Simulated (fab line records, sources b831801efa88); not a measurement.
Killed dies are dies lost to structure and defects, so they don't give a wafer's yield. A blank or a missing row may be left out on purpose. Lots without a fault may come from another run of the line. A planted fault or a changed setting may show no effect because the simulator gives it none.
One fault seen from 2 desks | flow sky130 | each desk has only its own numbers; what lay behind them comes last

THE METROLOGY DESK
What the gauges read, lot by lot, whatever tool the lot ran on: means of the sampled wafers that have a number. A lot is out of limits, marked OUT, if its mean lies more than 4 standard deviations from the usual mean; the brackets give that distance.
Columns: A = CONTACT_W_THK at SKY_CONTACT_THK_MEAS_26, usual 346 nm; B = METAL1_ALCU_RS at SKY_METAL1_RS_MEAS_05, usual 0.1270 ohm/sq
lot  | first seen here | A   | B
L482 | day 31 22:14    | 345 | 0.1265
L484 | day 32 17:08    | 348 | 0.1277
L485 | day 33 00:04    | 346 | 0.1263
L486 | day 33 00:53    | 353 | 0.1257
L487 | day 33 04:46    | 343 | 0.1265
L491 | day 34 09:40    | 348 | 0.1274
L492 | day 34 21:24    | 348 | 0.1258
L493 | day 35 02:16    | 349 | 0.1253
L500 | day 37 18:05    | 346 | 0.1282
L501 | day 38 00:00    | 346 | 0.1288
L502 | day 38 01:04    | 340 | 0.1266
L503 | day 38 06:12    | 343 | 0.1284
L505 | day 38 20:47    | 343 | 0.1260
This desk's finding: nothing out of limits on any of the 13 lots.

THE TOOL OWNER'S DESK: cmp-01
The tool's own readings at SKY_CONTACT_CMP_27 (polishes, stops on SiO2, t overpolish 15 s, target thk 0 nm): means of the sampled wafers that have a number, for each lot that ran on this tool. A lot is out of limits, marked OUT, if its mean lies more than 4 standard deviations from the usual mean; the brackets give that distance.
Columns: A = motor_current_A at SKY_CONTACT_CMP_27, usual 10.8 A; B = overpolish_run_s at SKY_CONTACT_CMP_27, usual 15.001 s; C = time_to_endpoint_s at SKY_CONTACT_CMP_27, usual 81 s
lot  | first seen here | A    | B                        | C
L484 | day 32 17:10    | 12.5 | 15.008                   | 81
L486 | day 33 00:56    | 11.0 | 14.993                   | 85
L491 | day 34 09:46    | 11.6 | 12.814 (-99 or more) OUT | 82
L492 | day 34 21:27    | 11.0 | 12.836 (-99 or more) OUT | 77
L501 | day 38 00:06    | 11.4 | 15.000                   | 79
This desk's finding: out of limits on L491, L492; first on L491, day 34 09:46 (overpolish_run_s at SKY_CONTACT_CMP_27). In limits: L484, L486, L501.

PUT TOGETHER
The tool owner's desk could have raised an alarm at day 34 09:46, on L491, L492.
The metrology desk saw nothing out of limits.
The metrology desk has L491, L492 on record, within its limits.
Of the lots named, all ran SKY_CONTACT_CMP_27 on cmp-01.

WHAT THE SIMULATOR HAD PUT IN
Process parameter drift: cmp-01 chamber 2, from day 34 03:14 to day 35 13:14, at SKY_CONTACT_CMP_27. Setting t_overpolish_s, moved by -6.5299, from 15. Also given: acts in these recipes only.
Lots struck among those shown: L491, L492.
Hours from the fault's start to each desk's first reading out of limits: the tool owner's desk, 7.
